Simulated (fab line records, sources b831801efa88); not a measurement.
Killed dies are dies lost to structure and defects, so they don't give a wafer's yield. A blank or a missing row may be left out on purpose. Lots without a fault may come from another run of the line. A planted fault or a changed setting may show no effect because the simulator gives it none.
fab line records | flow sky130
record lots=6 wafers=18 last_day=50
route steps=708 shown LDD_HVP@285 LDD_LDN@289
lots that met no fault: from a run of the same line without faults
start_h: hours from the record's first day to the start of the lot's first wafer shown | wait_h: hours since the lot's step before | " the same as in the row above | L1.1+2: a row that stands for several wafers | - no value, or no start given | * or withheld: withheld | < > ~ a bound
route shown NAME@n: a module of which the file shows steps, and the number in the route of the first | usual: mean/standard deviation of fault-free wafers | same: alike in all rows | chamber/n: place in a boat | sites: the reading at each site | _std_site: their standard deviation | _edge_site: outer sites' mean less inner sites' | radius_mm: how far each site lies from the wafer's centre | mask NAME#n: copy n | behind: the tool/chamber that last shaped the wafer | hold: why the lot was held/for how many hours/how that ended | device: the transistor (n, p or np) that didn't switch | end of line: the same wafers' tests at the end of the route | a step without rows: its recipe alone | killed: dies lost to structure and defects at the first sort, not the wafer's yield | map: a wafer's dies, x killed, . not, _ none there
set.NAME: the setting as run; set.NAME@STEP: as run at that earlier step | model.NAME: the simulator's own value behind a step, which no gauge read
lots at some steps of the route; a table a step, a row a wafer
services: from which hour (start_h, from the record's first day; less than 0 if before it) a tool's chamber was out of use, for how many hours, and why
## steps
# step SKY_LDD_HVP_OVL_MEAS_07
# usual LDD_HVP_OVL=-1.4/1.4
# columns lot.wafer tool chamber start_h wait_h LDD_HVP_OVL[nm]
L884.1 overlay-02 - 491.37 0.1 0.0
L884.4 " - " " -0.9
L884.5 " - " " -0.5
L895.1 overlay-01 - 613.20 0.1 -3.1
L895.2 " - " " -2.4
L895.4 " - " " -1.5
L896.4 overlay-02 - 613.23 0.1 0.0
L896.5 " - " " 1.7
L896.6 " - " " 1.5
L902.1 overlay-01 - 640.86 0.1 -0.9
L902.3 " - " " -0.5
L902.6 " - " " -1.5
L907.2 overlay-01 - 701.66 0.1 -0.9
L907.5 " - " " -1.1
L907.6 " - " " -0.7
L906.2 overlay-02 - 701.77 0.1 -1.7
L906.4 " - " " 0.6
L906.6 " - " " 0.2
# step SKY_LDD_HVP_IMPLANT_08
# recipe species=B energy_kev=20 dose_cm2=1.7e+13 tilt_deg=17.9
# step SKY_LDD_HVP_STRIP_09
# recipe chemistry=O2/N2 power_w=1400 pressure_mtorr=1500 platen_temp_c=withheld o2_flow_sccm=3000 n2_flow_sccm=300 overash_fraction=0.5
# usual drypump_motor_current_A=5.5/0.41 oes_product_au=0.409/0.0048 strip_time_to_endpoint_s=4.135/0.014
# columns lot.wafer tool chamber start_h wait_h drypump_motor_current_A oes_product_au rf_hours_counter_h strip_time_to_endpoint_s
L884.1 plasma_asher-02 1 491.55 0.1 5.0 0.399 7 4.144
L884.4 " 0 " " 5.5 0.409 - 4.147
L884.5 " 0 " " 5.5 0.408 - 4.140
L895.1 plasma_asher-04 1 613.39 0.1 6.2 0.406 83 4.144
L895.2 " 0 " " 5.9 0.412 83 4.168
L895.4 " 1 " " 6.2 0.411 - 4.135
L896.4 plasma_asher-03 1 613.43 0.1 5.2 0.408 - 4.136
L896.5 " 1 " " 5.3 0.416 - 4.144
L896.6 " 0 " " 5.5 0.410 - 4.128
L902.1 plasma_asher-03 1 641.05 0.1 5.3 0.406 85 4.122
L902.3 " 0 " " 5.5 0.401 - 4.118
L902.6 " 1 " " 5.3 0.405 - 4.126
L907.2 plasma_asher-03 0 701.84 0.1 5.6 0.405 91 4.116
L907.5 " 1 " " 5.3 0.406 - 4.128
L907.6 " 0 " " 5.5 0.412 - 4.151
L906.2 plasma_asher-04 0 701.95 0.1 5.9 0.408 92 4.124
L906.4 " 1 " " 6.2 0.408 - 4.124
L906.6 " 1 " " 6.2 0.412 - 4.134
# step SKY_LDD_HVP_TW_MEAS_10
# usual LDD_HVP_TW=456/3.4
# columns lot.wafer tool chamber start_h wait_h LDD_HVP_TW
L884.1 film_metro-04 - 491.65 0.1 452
L884.4 " - " " 452
L884.5 " - " " 453
L895.1 film_metro-03 - 613.49 0.1 454
L895.2 " - " " 451
L895.4 " - " " 451
L896.4 film_metro-04 - 613.53 0.1 455
L896.5 " - " " 456
L896.6 " - " " 455
L902.1 film_metro-04 - 641.15 0.1 450
L902.3 " - " " 452
L902.6 " - " " 452
L907.2 film_metro-04 - 701.95 0.1 458
L907.5 " - " " 457
L907.6 " - " " 457
L906.2 film_metro-02 - 702.06 0.1 461
L906.4 " - " " 462
L906.6 " - " " 462
# step SKY_LDD_LDN_DEHYDRATE_00
# recipe temp_c=200 time_s=60
# step SKY_LDD_LDN_HMDS_01
# recipe prime_time_s=60 prime_temp_c=120
# step SKY_LDD_LDN_COAT_02
# recipe resist=NOVOLAK spin_rpm=3000 resist_thk_nm=1140
# step SKY_LDD_LDN_SOFTBAKE_03
# recipe temp_c=90 time_s=60 resist=NOVOLAK
# step SKY_LDD_LDN_EXPOSE_04
# recipe mask_id=LDNTM na=0.6 source_shape=conventional sigma_outer=0.6 polarization=unpolarized target_cd_nm=700 dose_mj=140
# step SKY_LDD_LDN_PEB_05
# recipe temp_c=withheld time_s=* resist=NOVOLAK
# step SKY_LDD_LDN_DEVELOP_06
# recipe resist=NOVOLAK developer=TMAH develop_time_s=60 dev_temp_c=23
# step SKY_LDD_LDN_OVL_MEAS_07
# usual LDD_LDN_OVL=0.2/1.5
# columns lot.wafer tool chamber start_h wait_h LDD_LDN_OVL[nm]
L884.1 overlay-02 - 522.14 0.1 0.1
L884.4 " - " " 2.0
L884.5 " - " " 1.0
L895.1 overlay-01 - 642.52 0.1 -0.8
L895.2 " - " " 0.1
L895.4 " - " " -1.7
L896.4 overlay-01 - 642.70 0.1 0.5
L896.5 " - " " -0.9
L896.6 " - " " -0.2
L902.1 overlay-01 - 668.97 0.1 -0.1
L902.3 " - " " 0.4
L902.6 " - " " 0.4
L907.2 overlay-02 - 728.89 0.1 1.1
L907.5 " - " " 1.3
L907.6 " - " " -0.5
L906.2 overlay-02 - 729.12 0.1 2.3
L906.4 " - " " -0.3
L906.6 " - " " 0.5
# step SKY_LDD_LDN_IMPLANT_08
# recipe species=As energy_kev=15 dose_cm2=1.25e+13 tilt_deg=withheld rotation_deg=23
# usual beam_energy_keV=15.000/0.0046 beam_on_s=10.02/0.19 faraday_current_uA=70.4/1.3
# columns lot.wafer tool chamber start_h wait_h beam_energy_keV beam_on_s faraday_current_uA
L884.1 implanter-03 0 523.95 1.8 15.002 9.92 71.3
L884.4 " 0 " " 14.998 10.09 70.1
L884.5 " 0 " " 14.997 10.15 69.6
L895.1 implanter-04 - 642.55 0.0 - - -
L895.2 " - " " - - -
L895.4 " - " " - - -
L896.4 implanter-03 - 642.80 0.1 - - -
L896.5 " - " " - - -
L896.6 " - " " - - -
L902.1 implanter-03 0 669.00 0.0 15.002 10.13 69.3
L902.3 " 0 " " 14.996 9.92 71.1
L902.6 " 0 " " 14.997 9.84 71.7
L907.2 implanter-01 0 728.95 0.0 14.996 10.21 68.7
L907.5 " 0 " " 14.990 9.95 70.8
L907.6 " 0 " " 15.003 10.12 69.4
L906.2 implanter-04 0 729.18 0.0 14.994 9.62 73.1
L906.4 " 0 " " 14.998 10.21 68.9
L906.6 " 0 " " 14.995 9.93 70.6
# step SKY_LDD_LDN_IMPLANT_09
# recipe species=As energy_kev=15 dose_cm2=1.25e+13 tilt_deg=withheld rotation_deg=113
# step SKY_LDD_LDN_IMPLANT_10
# recipe species=As energy_kev=15 dose_cm2=1.237e+13 tilt_deg=withheld rotation_deg=203
# step SKY_LDD_LDN_IMPLANT_11
# recipe species=As energy_kev=15 dose_cm2=1.25e+13 tilt_deg=withheld rotation_deg=293
# step SKY_LDD_LDN_STRIP_12
# recipe chemistry=O2/N2 power_w=1400 pressure_mtorr=1500 platen_temp_c=withheld o2_flow_sccm=3000 n2_flow_sccm=300 overash_fraction=0.5
# usual drypump_motor_current_A=5.27/0.26 oes_product_au=0.716/0.0039 strip_time_to_endpoint_s=14.18/0.038
# columns lot.wafer tool chamber start_h wait_h drypump_motor_current_A oes_product_au rf_hours_counter_h strip_time_to_endpoint_s
L884.1 plasma_asher-02 1 524.55 0.1 4.93 0.716 11 14.17
L884.4 " 1 " " 4.92 0.716 - 14.15
L884.5 " 1 " " 4.92 0.722 - 14.17
L895.1 plasma_asher-02 0 643.15 0.1 5.51 0.718 23 14.17
L895.2 " 1 " " 4.97 0.717 23 14.18
L895.4 " 0 " " 5.50 0.722 - 14.19
L896.4 plasma_asher-01 0 643.36 0.1 5.52 0.719 - 14.15
L896.5 " 1 " " 5.00 0.716 - 14.21
L896.6 " 0 " " 5.52 0.719 - 14.16
L902.1 plasma_asher-01 1 669.60 0.1 4.96 0.714 55 14.12
L902.3 " 0 " " 5.51 0.722 - 14.14
L902.6 " 0 " " 5.45 0.716 - 14.16
L907.2 plasma_asher-03 0 729.52 0.1 5.54 0.712 94 14.18
L907.5 " 1 " " 5.26 0.719 - 14.18
L907.6 " 0 " " 5.54 0.720 - 14.15
L906.2 plasma_asher-02 1 729.75 0.1 4.95 0.715 32 14.23
L906.4 " 1 " " 4.94 0.710 - 14.22
L906.6 " 1 " " 4.94 0.715 - 14.26
# step SKY_LDD_LDN_TW_MEAS_13
# usual LDD_LDN_TW=1479/9.2
# columns lot.wafer tool chamber start_h wait_h LDD_LDN_TW
L884.1 film_metro-02 - 524.65 0.1 1486
L884.4 " - " " 1480
L884.5 " - " " 1490
L895.1 film_metro-02 - 643.25 0.1 1360
L895.2 " - " " 1371
L895.4 " - " " 1357
L896.4 film_metro-01 - 643.45 0.1 1349
L896.5 " - " " 1357
L896.6 " - " " 1350
L902.1 film_metro-03 - 669.70 0.1 1485
L902.3 " - " " 1484
L902.6 " - " " 1476
L907.2 film_metro-02 - 729.63 0.1 1484
L907.5 " - " " 1497
L907.6 " - " " 1498
L906.2 film_metro-01 - 729.86 0.1 1482
L906.4 " - " " 1481
L906.6 " - " " 1474
# step SKY_LDD_LDN_CLEAN_14
# recipe chemistry=SC1/SC2 mix=1:4:20 temp_c=70 time_s=150 dry=n2_spin
## services
# columns tool chamber start_h hours kind
plasma_asher-03 - 472.60 0.9 repair
plasma_asher-03 - 476.25 3.1 repair
plasma_asher-02 - 481.33 0.7 repair
plasma_asher-03 - 486.35 1.4 repair
implanter-04 - 489.83 14.7 pm
plasma_asher-02 - 532.27 2.8 pm
plasma_asher-03 - 549.62 2.8 pm
plasma_asher-01 - 550.72 28.1 pm
implanter-03 - 553.57 3.6 pm
implanter-04 - 577.77 3.9 repair
plasma_asher-01 - 592.95 2.8 pm
implanter-04 - 624.51 1.7 repair
implanter-03 - 645.67 0.8 repair
plasma_asher-04 - 686.57 4.2 repair
implanter-01 - 692.82 1.7 repair
implanter-03 - 714.94 1.5 repair
implanter-04 - 721.71 2.1 pm
## key
first_sign step=SKY_LDD_LDN_IMPLANT_08 reading=tool_record direction=missing
effect step=SKY_LDD_LDN_TW_MEAS_13 reading=LDD_LDN_TW direction=down sigmas=13 usual=1479 struck=1357
met_at SKY_LDD_LDN_IMPLANT_08
struck_wafers L895.1,L895.2,L895.4,L896.4,L896.5,L896.6
later_rows_left_out L895.1,L895.2,L895.4,L896.4,L896.5,L896.6
sort_left_out L895.1,L895.2,L895.4,L896.4,L896.5,L896.6
tester_left_out L895,L896
onset_between 523.95 642.55
fault kind=skipped_step_whole tool=implanter-03,implanter-04 chamber=- onset_h=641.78 steps=SKY_LDD_LDN_IMPLANT_08 scope=struck_lots_only
# tester_left_out: of these lots the tester's yield and bins aren't shown, on N5 and GAA mostly nor the transistor test; their killed dies are dies lost to structure and defects alone, not to doping, threshold or leakage, so they don't give the yield
# sort_left_out: the simulated sort isn't trusted on such a fault, so these wafers' sort isn't shown, and their yield isn't known
# later_rows_left_out: the simulator's readings of these wafers behind a module that went badly wrong aren't trusted and aren't shown, but for the sort
